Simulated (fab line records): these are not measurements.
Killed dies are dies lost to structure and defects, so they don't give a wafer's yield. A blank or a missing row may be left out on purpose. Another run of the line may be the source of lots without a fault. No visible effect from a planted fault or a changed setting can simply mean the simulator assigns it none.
fab line records ; flow sky130
record: lots: 6; wafers: 18; last_day: 51
route steps=708 shown SD_N@350 SD_P@359 RES_XHIGH@360 SALICIDE@361 LI_CONTACT@362 PAD_OPEN@708
lots with no fault: from the same line, run without faults
start_h: the number of hours between the record's first day and the start of the first shown wafer of the lot ; wait_h: time in hours since the lot's previous step ; " the same as in the row above ; L1.1+2: a row that stands for several wafers ; - no value, or no start was given ; * or withheld: withheld ; < > ~ a bound
route shown NAME@n: NAME is a module with steps in the file, n the number in the route of the first one ; usual: average and standard deviation across the fault-free wafers ; same: alike in all rows ; chamber/n: place in a boat ; sites: the reading at each site ; _std_site: how widely they spread, as a standard deviation ; _edge_site: the outer-site mean with the inner-site mean subtracted ; radius_mm: for every site, how far away it sits from the centre of the wafer ; mask NAME#n: copy n ; behind: tool/chamber where the wafer was last shaped ; hold: cause of the lot's hold/its duration in hours/its outcome ; device: names the non-switching transistor (n, p or np) ; end of line: tests run on the same wafers once the route is complete ; a step without rows: its recipe alone ; killed: dies lost to structure and defects at the first sort, not the wafer's yield ; map: the dies of a wafer, with x for killed, . for not killed, _ for no die there
set.NAME: setting as actually run; set.NAME@STEP: the setting as run at that earlier step ; model.NAME: the simulator's own value behind a step, which no gauge read
lots at selected steps of the route; one table per step, one row per wafer
services: from which hour (start_h, from the record's first day; less than 0 if before it) a tool's chamber was out of use, for how many hours, and why
== steps ==
step: SKY_SD_N_OVL_MEAS_08
usual: SD_N_OVL: 0.7/1.4
lot.wafer;tool;chamber;start_h;wait_h;SD_N_OVL[nm]
L844.1;overlay-01;-;692.57;0.1;3.1
L844.2;overlay-01;-;692.57;0.1;2.5
L844.6;overlay-01;-;692.57;0.1;2.2
L845.1;overlay-02;-;700.25;0.1;-0.4
L845.4;overlay-02;-;700.25;0.1;-0.4
L845.5;overlay-02;-;700.25;0.1;0.0
L850.1;overlay-01;-;732.02;0.1;1.0
L850.3;overlay-01;-;732.02;0.1;0.2
L850.5;overlay-01;-;732.02;0.1;2.8
L854.1;overlay-01;-;771.22;0.1;0.1
L854.3;overlay-01;-;771.22;0.1;-2.6
L854.5;overlay-01;-;771.22;0.1;-2.1
L855.2;overlay-02;-;781.06;0.1;3.3
L855.3;overlay-02;-;781.06;0.1;1.9
L855.5;overlay-02;-;781.06;0.1;1.5
L863.1;overlay-02;-;834.60;0.1;2.5
L863.3;overlay-02;-;834.60;0.1;0.5
L863.4;overlay-02;-;834.60;0.1;0.6
step: SKY_SD_N_IMPLANT_09
recipe: species: As; energy_kev: 50; dose_cm2: 4e+15; tilt_deg: 0
step: SKY_SD_N_IMPLANT_10
recipe: species: P; energy_kev: 20; dose_cm2: 1e+14; tilt_deg: 0
step: SKY_SD_N_STRIP_11
recipe: chemistry: O2/N2; power_w: 1400; pressure_mtorr: 1500; platen_temp_c: withheld; o2_flow_sccm: 3000; n2_flow_sccm: 300; overash_fraction: 0.5
usual: drypump_motor_current_A: 5.88/0.28; oes_product_au: 0.527/0.0051; strip_time_to_endpoint_s: 22.54/0.038
lot.wafer;tool;chamber;start_h;wait_h;drypump_motor_current_A;oes_product_au;rf_hours_counter_h;strip_time_to_endpoint_s
L844.1;plasma_asher-04;1;692.91;0.1;5.71;0.527;26;22.47
L844.2;plasma_asher-04;0;692.91;0.1;6.20;0.527;26;22.53
L844.6;plasma_asher-04;0;692.91;0.1;6.18;0.533;-;22.49
L845.1;plasma_asher-02;1;700.59;0.1;6.32;0.535;52;22.52
L845.4;plasma_asher-02;1;700.59;0.1;6.34;0.528;-;22.51
L845.5;plasma_asher-02;1;700.59;0.1;6.31;0.531;-;22.49
L850.1;plasma_asher-02;0;732.36;0.1;5.67;0.522;54;22.53
L850.3;plasma_asher-02;0;732.36;0.1;5.67;0.526;-;22.49
L850.5;plasma_asher-02;0;732.36;0.1;5.68;0.534;-;22.57
L854.1;plasma_asher-04;0;771.56;0.1;6.13;0.530;33;22.55
L854.3;plasma_asher-04;0;771.56;0.1;6.13;0.536;-;22.56
L854.5;plasma_asher-04;1;771.56;0.1;5.65;0.523;-;22.57
L855.2;plasma_asher-04;1;781.39;0.1;5.65;0.527;34;22.58
L855.3;plasma_asher-04;0;781.39;0.1;6.19;0.520;-;22.55
L855.5;plasma_asher-04;0;781.39;0.1;6.21;0.538;-;22.53
L863.1;plasma_asher-02;1;834.94;0.1;6.35;0.518;64;22.51
L863.3;plasma_asher-02;0;834.94;0.1;5.68;0.526;-;22.49
L863.4;plasma_asher-02;1;834.94;0.1;6.30;0.532;-;22.54
step: SKY_SD_N_TW_MEAS_12
usual: SD_N_TW: 3974/33
lot.wafer;tool;chamber;start_h;wait_h;SD_N_TW
L844.1;film_metro-03;-;693.01;0.1;3943
L844.2;film_metro-03;-;693.01;0.1;3916
L844.6;film_metro-03;-;693.01;0.1;3933
L845.1;film_metro-04;-;700.69;0.1;3972
L845.4;film_metro-04;-;700.69;0.1;3993
L845.5;film_metro-04;-;700.69;0.1;3984
L850.1;film_metro-03;-;732.46;0.1;3925
L850.3;film_metro-03;-;732.46;0.1;3920
L850.5;film_metro-03;-;732.46;0.1;3942
L854.1;film_metro-03;-;771.66;0.1;3946
L854.3;film_metro-03;-;771.66;0.1;3937
L854.5;film_metro-03;-;771.66;0.1;3925
L855.2;film_metro-03;-;781.50;0.1;3923
L855.3;film_metro-03;-;781.50;0.1;3930
L855.5;film_metro-03;-;781.50;0.1;3949
L863.1;film_metro-02;-;835.04;0.1;3980
L863.3;film_metro-02;-;835.04;0.1;4004
L863.4;film_metro-02;-;835.04;0.1;3986
step: SKY_SD_N_CLEAN_13
recipe: chemistry: SC1/SC2; mix: 1:4:20; temp_c: 70; time_s: 150; dry: n2_spin
step: SKY_SD_N_RTA_14
recipe: temp_c: 1075; time_s: 2; idle_temp_c: 650; ramp_up_c_per_s: 150; ramp_down_c_per_s: 90; ambient: N2
usual: anneal_temp_c_max: 1082.9/1.8; lamp_power_pct: 15.74/0.055; ramp_up_c_per_s: 150.00/0.027; wafer_temp_C_max: 1078.2/1.3
lot.wafer;tool;chamber;start_h;wait_h;anneal_temp_c_max;lamp_power_pct;ramp_up_c_per_s;wafer_temp_C_max
L844.1;rtp_anneal-02;0;693.12;0.0;1082.1;15.75;149.99;1077.3
L844.2;rtp_anneal-02;0;693.12;0.0;1080.2;15.89;150.02;1079.4
L844.6;rtp_anneal-02;0;693.12;0.0;1082.4;15.78;150.00;1077.3
L845.1;rtp_anneal-01;0;700.80;0.0;1084.4;15.73;150.04;1079.1
L845.4;rtp_anneal-01;0;700.80;0.0;1084.4;15.78;150.07;1078.0
L845.5;rtp_anneal-01;0;700.80;0.0;1085.0;15.84;150.02;1079.0
L850.1;rtp_anneal-02;0;732.57;0.0;1081.0;15.64;150.00;1078.8
L850.3;rtp_anneal-02;0;732.57;0.0;1082.2;15.74;150.00;1078.6
L850.5;rtp_anneal-02;0;732.57;0.0;1084.8;15.73;150.00;1077.3
L854.1;rtp_anneal-02;0;771.77;0.0;1083.2;15.66;150.02;1075.8
L854.3;rtp_anneal-02;0;771.77;0.0;1084.6;15.74;149.99;1079.4
L854.5;rtp_anneal-02;0;771.77;0.0;1081.0;15.65;150.06;1078.3
L855.2;rtp_anneal-01;0;781.61;0.0;1084.1;15.74;149.99;1077.9
L855.3;rtp_anneal-01;0;781.61;0.0;1084.3;15.75;149.99;1081.7
L855.5;rtp_anneal-01;0;781.61;0.0;1082.6;15.73;150.02;1078.4
L863.1;rtp_anneal-01;0;835.15;0.0;1082.5;15.67;150.01;1077.7
L863.3;rtp_anneal-01;0;835.15;0.0;1082.0;15.72;150.01;1080.6
L863.4;rtp_anneal-01;0;835.15;0.0;1083.0;15.81;149.99;1078.4
step: SKY_SD_N_RS_MEAS_16
recipe: thk_meas_gauge: four-point-probe
usual: SD_N_RS: 68.49/0.13
lot.wafer;tool;chamber;start_h;wait_h;SD_N_RS[ohm/sq]
L844.1;film_metro-02;-;693.29;0.1;68.55
L844.2;film_metro-02;-;693.29;0.1;68.36
L844.6;film_metro-02;-;693.29;0.1;68.68
L845.1;film_metro-03;-;700.97;0.1;68.48
L845.4;film_metro-03;-;700.97;0.1;68.69
L845.5;film_metro-03;-;700.97;0.1;68.53
L850.1;film_metro-04;-;732.74;0.1;68.46
L850.3;film_metro-04;-;732.74;0.1;68.31
L850.5;film_metro-04;-;732.74;0.1;68.50
L854.1;film_metro-04;-;771.94;0.1;68.34
L854.3;film_metro-04;-;771.94;0.1;68.52
L854.5;film_metro-04;-;771.94;0.1;68.41
L855.2;film_metro-03;-;781.80;0.1;68.66
L855.3;film_metro-03;-;781.80;0.1;68.74
L855.5;film_metro-03;-;781.80;0.1;68.63
L863.1;film_metro-04;-;835.32;0.1;68.42
L863.3;film_metro-04;-;835.32;0.1;68.45
L863.4;film_metro-04;-;835.32;0.1;68.55
step: SKY_SD_N_RS_MEAS_17
recipe: thk_meas_gauge: four-point-probe
usual: SD_P_RS: 147.0/0.39
lot.wafer;tool;chamber;start_h;wait_h;SD_P_RS[ohm/sq]
L844.1;film_metro-02;-;693.41;0.1;147.4
L844.2;film_metro-02;-;693.41;0.1;147.0
L844.6;film_metro-02;-;693.41;0.1;147.6
L845.1;film_metro-03;-;701.09;0.1;147.2
L845.4;film_metro-03;-;701.09;0.1;146.9
L845.5;film_metro-03;-;701.09;0.1;147.2
L850.1;film_metro-04;-;732.86;0.1;146.6
L850.3;film_metro-04;-;732.86;0.1;146.5
L850.5;film_metro-04;-;732.86;0.1;146.9
L854.1;film_metro-04;-;772.06;0.1;147.3
L854.3;film_metro-04;-;772.06;0.1;147.0
L854.5;film_metro-04;-;772.06;0.1;147.0
L855.2;film_metro-03;-;781.92;0.1;147.2
L855.3;film_metro-03;-;781.92;0.1;147.0
L855.5;film_metro-03;-;781.92;0.1;147.5
L863.1;film_metro-04;-;835.44;0.1;147.2
L863.3;film_metro-04;-;835.44;0.1;147.4
L863.4;film_metro-04;-;835.44;0.1;147.0
step: SKY_SD_N_RS_MEAS_18
recipe: thk_meas_gauge: four-point-probe
usual: RES_XHIGH_RS: 333.2/1.5
lot.wafer;tool;chamber;start_h;wait_h;RES_XHIGH_RS[ohm/sq]
L844.1;film_metro-02;-;693.53;0.1;334.6
L844.2;film_metro-02;-;693.53;0.1;335.7
L844.6;film_metro-02;-;693.53;0.1;334.1
L845.1;film_metro-03;-;701.21;0.1;334.1
L845.4;film_metro-03;-;701.21;0.1;334.7
L845.5;film_metro-03;-;701.21;0.1;333.2
L850.1;film_metro-04;-;732.98;0.1;330.1
L850.3;film_metro-04;-;732.98;0.1;329.8
L850.5;film_metro-04;-;732.98;0.1;331.0
L854.1;film_metro-04;-;772.18;0.1;333.7
L854.3;film_metro-04;-;772.18;0.1;333.3
L854.5;film_metro-04;-;772.18;0.1;334.0
L855.2;film_metro-03;-;782.04;0.1;336.1
L855.3;film_metro-03;-;782.04;0.1;335.7
L855.5;film_metro-03;-;782.04;0.1;334.9
L863.1;film_metro-04;-;835.56;0.1;335.4
L863.3;film_metro-04;-;835.56;0.1;334.9
L863.4;film_metro-04;-;835.56;0.1;335.8
step: SKY_SALICIDE_CLEAN_00
recipe: chemistry: HF-last; time_s: 30; dilution: 100:1; dry: ipa_marangoni
step: SKY_LI_CONTACT_HDPCVD_00
recipe: material: PSG; target_thk_nm: 930; sigma_open_frac: 0.3; time_s: 155; temp_c: 600; sih4_flow_sccm: 60; pressure_mtorr: 6
usual: pressure_mtorr: 6.000/0.012; sih4_flow_sccm: 60.02/0.18; susceptor_temp_C: 600.00/0.25
lot.wafer;tool;chamber;start_h;wait_h;pressure_mtorr;sih4_flow_sccm;susceptor_temp_C;model.PSG_of_LI_CONTACT_HDPCVD_00.thk_nm
L844.1;hdpcvd-02;0;693.67;0.0;5.982;60.25;599.92;934
L844.2;hdpcvd-02;2;693.67;0.0;6.011;59.62;599.87;917.6
L844.6;hdpcvd-02;1;693.67;0.0;5.999;59.89;600.04;922.1
L845.1;hdpcvd-02;1;701.35;0.0;5.998;59.83;600.09;941.4
L845.4;hdpcvd-02;2;701.35;0.0;6.042;59.97;599.93;939.2
L845.5;hdpcvd-02;1;701.35;0.0;6.005;60.05;600.15;941.2
L850.1;hdpcvd-02;0;733.12;0.0;5.996;60.44;600.15;935.2
L850.3;hdpcvd-02;2;733.12;0.0;6.000;59.85;599.87;930.1
L850.5;hdpcvd-02;2;733.12;0.0;6.006;60.11;600.10;933.8
L854.1;hdpcvd-02;2;772.34;0.0;6.012;60.00;600.10;929.3
L854.3;hdpcvd-02;1;772.34;0.0;6.000;47.88;599.69;728
L854.5;hdpcvd-02;2;772.34;0.0;6.021;60.04;599.83;928.2
L855.2;hdpcvd-02;1;782.16;0.0;5.990;47.75;600.00;752.8
L855.3;hdpcvd-02;0;782.16;0.0;6.013;59.89;599.90;936
L855.5;hdpcvd-02;1;782.16;0.0;6.008;47.83;600.04;749
L863.1;hdpcvd-01;1;835.70;0.0;5.985;60.22;599.98;921.2
L863.3;hdpcvd-01;0;835.70;0.0;6.014;59.86;600.10;919
L863.4;hdpcvd-01;0;835.70;0.0;5.995;59.75;599.75;913.2
step: SKY_LI_CONTACT_THK_MEAS_01
recipe: reads: PSG_of_LI_CONTACT_HDPCVD_00
usual: LI_CONTACT_HDPCVD_THK: 929/9.2
lot.wafer;tool;chamber;start_h;wait_h;LI_CONTACT_HDPCVD_THK[nm]
L844.1;film_metro-03;-;693.77;0.1;935
L844.2;film_metro-03;-;693.77;0.1;917
L844.6;film_metro-03;-;693.77;0.1;922
L845.1;film_metro-03;-;701.45;0.1;943
L845.4;film_metro-03;-;701.45;0.1;938
L845.5;film_metro-03;-;701.45;0.1;942
L850.1;film_metro-02;-;733.22;0.1;936
L850.3;film_metro-02;-;733.22;0.1;930
L850.5;film_metro-02;-;733.22;0.1;934
L854.1;film_metro-02;-;772.44;0.1;928
L854.3;film_metro-02;-;772.44;0.1;728
L854.5;film_metro-02;-;772.44;0.1;928
L855.2;film_metro-02;-;782.27;0.1;753
L855.3;film_metro-02;-;782.27;0.1;936
L855.5;film_metro-02;-;782.27;0.1;749
L863.1;film_metro-03;-;835.80;0.1;921
L863.3;film_metro-03;-;835.80;0.1;919
L863.4;film_metro-03;-;835.80;0.1;912
step: SKY_LI_CONTACT_CMP_02
recipe: material: PSG; down_force_psi: 4; platen_rpm: 60; pad_velocity_m_s: 0.94248
usual: motor_current_A: 12.5/1.3; time_to_endpoint_s: 31.8/2.7
lot.wafer;tool;chamber;start_h;wait_h;motor_current_A;time_to_endpoint_s
L844.2;cmp-02;1;693.83;0.0;13.6;30.2
L844.1;cmp-02;2;693.83;0.0;11.8;30.4
L844.6;cmp-02;2;693.83;0.0;11.6;30.2
L845.4;cmp-01;0;701.51;0.0;13.9;35.2
L845.1;cmp-01;3;701.51;0.0;12.0;32.8
L845.5;cmp-01;0;701.51;0.0;14.6;34.0
L850.3;cmp-02;2;733.38;0.1;11.6;31.6
L850.1;cmp-02;3;733.38;0.1;10.4;35.4
L850.5;cmp-02;0;733.38;0.1;12.5;36.9
L854.1;cmp-02;0;772.50;0.1;13.2;34.3
L854.3;cmp-02;1;772.50;0.1;13.7;13.2
L854.5;cmp-02;1;772.50;0.1;13.3;30.5
L855.2;cmp-01;2;782.32;0.0;11.0;13.9
L855.3;cmp-01;3;782.32;0.0;11.3;27.9
L855.5;cmp-01;3;782.32;0.0;11.1;12.8
L863.4;cmp-02;1;835.86;0.0;13.4;31.8
L863.3;cmp-02;2;835.86;0.0;12.0;29.0
L863.1;cmp-02;0;835.86;0.0;12.7;34.4
step: SKY_LI_CONTACT_BOW_MEAS_03
recipe: mode: bow
usual: LI_CONTACT_BOW: 55/6.5
lot.wafer;tool;chamber;start_h;wait_h;LI_CONTACT_BOW[um]
L844.1;film_metro-02;-;694.13;0.2;70
L844.2;film_metro-02;-;694.13;0.2;56
L844.6;film_metro-02;-;694.13;0.2;48
L845.1;film_metro-03;-;701.81;0.1;66
L845.4;film_metro-03;-;701.81;0.1;49
L845.5;film_metro-03;-;701.81;0.1;40
L850.1;film_metro-03;-;733.58;0.1;51
L850.3;film_metro-03;-;733.58;0.1;58
L850.5;film_metro-03;-;733.58;0.1;58
L854.1;film_metro-03;-;772.80;0.2;61
L854.3;film_metro-03;-;772.80;0.2;57
L854.5;film_metro-03;-;772.80;0.2;61
L855.2;film_metro-02;-;782.64;0.3;57
L855.3;film_metro-02;-;782.64;0.3;50
L855.5;film_metro-02;-;782.64;0.3;50
L863.1;film_metro-02;-;836.16;0.1;58
L863.3;film_metro-02;-;836.16;0.1;58
L863.4;film_metro-02;-;836.16;0.1;65
step: SKY_PAD_OPEN_PROBE_99
usual: killed_at_M0_to_M3: 43/7.5; killed_at_M4_up: 3.2/1.9; killed_at_contacts: 24/5.6; killed_at_front_end: 15/4.8; killed_at_other: 0.2/0.54; killed_dies: 86/11; killed_on_rim: 17/3.6; killed_open: 47/7.6; killed_short: 39/7.1
same: gross_dies: 492; killed_at_back_side: 0
lot.wafer;tool;chamber;start_h;wait_h;killed_at_M0_to_M3;killed_at_M4_up;killed_at_contacts;killed_at_front_end;killed_at_other;killed_dies;killed_on_rim;killed_open;killed_short
L844.1;prober-02;-;1118.55;0.1;46;2;33;13;0;94;18;55;39
L844.2;prober-02;-;1118.60;0.1;47;5;19;14;0;85;17;46;39
L844.6;prober-02;-;1118.80;0.2;39;6;31;17;1;94;18;54;40
L850.1;prober-01;-;1150.65;0.1;45;3;20;20;0;88;16;51;37
L850.3;prober-01;-;1150.75;0.2;55;7;26;12;0;100;21;57;43
L850.5;prober-01;-;1150.85;0.2;40;2;30;8;0;80;19;36;44
L854.1;prober-02;-;1173.94;0.1;61;2;28;12;0;103;20;53;50
L854.3;prober-02;-;1174.04;0.2;37;2;31;14;0;84;22;41;43
L854.5;prober-02;-;1174.14;0.2;39;2;22;17;0;80;10;38;42
L855.2;prober-02;-;1177.59;0.1;28;5;24;11;0;68;14;34;34
L855.3;prober-02;-;1177.64;0.2;38;1;21;17;1;78;13;33;45
L855.5;prober-02;-;1177.74;0.2;39;6;19;18;0;82;13;42;40
killed by level:class
L844.1 CONTACT:geometric_particle:open=15 VIA1:geometric_particle:open=10 VIA2:geometric_particle:open=8 LI_CONTACT:geometric_particle:open=7 CONTACT:geometric_particle:short=7 METAL2:geometric_particle:short=6 METAL1:geometric_particle:short=6 FIELD_ISO:geometric_particle:short=4
L844.2 VIA2:geometric_particle:open=10 CONTACT:geometric_particle:open=8 VIA1:geometric_particle:open=8 VIA1:geometric_particle:short=7 FIELD_ISO:geometric_particle:open=5 METAL2:geometric_particle:short=5 METAL3:geometric_particle:short=5 VIA3:geometric_particle:open=4
L844.6 LI_CONTACT:geometric_particle:open=11 VIA1:geometric_particle:open=9 CONTACT:geometric_particle:open=9 VIA3:geometric_particle:open=7 METAL4:geometric_particle:short=6 FIELD_ISO:geometric_particle:open=4 VIA2:geometric_particle:open=4 CONTACT:geometric_particle:short=4
L850.1 VIA1:geometric_particle:open=11 METAL2:geometric_particle:short=11 LI_CONTACT:geometric_particle:open=8 FIELD_ISO:geometric_particle:open=7 VIA2:geometric_particle:open=7 CONTACT:geometric_particle:open=6 POLY_GATE:geometric_particle:open=4 VIA3:geometric_particle:open=4
L850.3 VIA1:geometric_particle:open=16 CONTACT:geometric_particle:open=10 VIA2:geometric_particle:open=10 VIA3:geometric_particle:open=8 VIA1:geometric_particle:short=6 METAL1:geometric_particle:short=6 METAL3:geometric_particle:short=6 POLY_GATE:geometric_particle:open=5
L850.5 CONTACT:geometric_particle:open=11 CONTACT:geometric_particle:short=8 VIA2:geometric_particle:open=8 METAL2:geometric_particle:short=7 VIA1:geometric_particle:short=7 LI_CONTACT:geometric_particle:open=5 METAL1:geometric_particle:short=5 VIA1:geometric_particle:open=5
L854.1 CONTACT:geometric_particle:open=14 VIA1:geometric_particle:open=10 VIA2:geometric_particle:open=9 METAL1:geometric_particle:short=7 METAL2:geometric_particle:short=7 VIA3:geometric_particle:open=6 VIA2:geometric_particle:short=6 LI_CONTACT:geometric_particle:short=5
L854.3 CONTACT:geometric_particle:open=13 POLY_GATE:geometric_particle:short=8 VIA1:geometric_particle:open=7 METAL1:geometric_particle:short=6 FIELD_ISO:geometric_particle:open=5 LI_CONTACT:geometric_particle:open=5 LOCAL_INTERCONNECT:geometric_particle:short=5 CONTACT:geometric_particle:short=5
L854.5 VIA1:geometric_particle:open=12 METAL2:geometric_particle:short=9 FIELD_ISO:geometric_particle:short=7 LI_CONTACT:geometric_particle:open=6 CONTACT:geometric_particle:short=6 CONTACT:geometric_particle:open=5 VIA1:geometric_particle:short=4 VIA2:geometric_particle:open=4
L855.2 LOCAL_INTERCONNECT:geometric_particle:short=7 CONTACT:geometric_particle:open=7 VIA1:geometric_particle:open=6 CONTACT:geometric_particle:short=5 METAL1:geometric_particle:short=5 VIA3:geometric_particle:open=5 SPACER:geometric_particle:open=4 POLY_GATE:geometric_particle:open=3
L855.3 LI_CONTACT:geometric_particle:open=11 METAL2:geometric_particle:short=9 POLY_GATE:geometric_particle:short=8 VIA1:geometric_particle:open=6 METAL1:geometric_particle:short=5 LOCAL_INTERCONNECT:geometric_particle:short=4 CONTACT:geometric_particle:open=4 VIA1:geometric_particle:short=4
L855.5 VIA2:geometric_particle:open=9 VIA3:geometric_particle:open=7 POLY_GATE:geometric_particle:open=6 CONTACT:geometric_particle:short=5 CONTACT:geometric_particle:open=5 METAL4:geometric_particle:short=5 METAL2:geometric_particle:short=5 METAL3:geometric_particle:short=5
== services ==
tool;chamber;start_h;hours;kind
cmp-01;-;669.43;1.1;repair
cmp-02;-;672.00;1.6;repair
plasma_asher-02;-;709.48;14.6;pm
plasma_asher-02;-;737.52;0.7;repair
cmp-02;-;743.89;0.7;repair
cmp-01;-;744.28;4.0;pm
cmp-01;-;748.28;-;consumable_replace:conditioner
cmp-01;-;748.28;-;consumable_replace:pad
plasma_asher-04;-;749.94;14.6;pm
cmp-02;-;759.26;1.0;repair
hdpcvd-01;0;770.62;3.9;repair
hdpcvd-01;-;787.22;1.1;repair
cmp-02;-;792.21;2.7;pm
plasma_asher-02;-;802.50;4.5;repair
cmp-01;-;824.00;2.6;repair
hdpcvd-01;-;827.85;6.0;pm
== key ==
first_sign: step: SKY_LI_CONTACT_HDPCVD_00; reading: sih4_flow_sccm; direction: down; sigmas: 70; usual: 60.02; struck: 47.82
effect: step: SKY_LI_CONTACT_THK_MEAS_01; reading: LI_CONTACT_HDPCVD_THK; direction: down; sigmas: 20; usual: 929; struck: 743
effect: step: SKY_LI_CONTACT_CMP_02; reading: time_to_endpoint_s; direction: down; sigmas: 6.9; usual: *; struck: *
model_effect: step: SKY_LI_CONTACT_HDPCVD_00; value: PSG_of_LI_CONTACT_HDPCVD_00.thk_nm; without: 929.2; struck: 743.2
met_at SKY_LI_CONTACT_HDPCVD_00
struck_wafers L854.3,L855.2,L855.5
tester_left_out L854,L855
onset_between 701.35 772.34
fault: kind: process_parameter_drift; tool: hdpcvd-02; chamber: 1; onset_h: 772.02; steps: SKY_LI_CONTACT_HDPCVD_00; channel: sih4_flow_sccm; offset: -12; shape: step; end_h: 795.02; acts_in: these_recipes_only; stated: 60
tester_left_out: of these lots the tester's yield and bins aren't shown, on N5 and GAA mostly nor the transistor test; their killed dies are dies lost to structure and defects alone, not to doping, threshold or leakage, so they don't give the yield
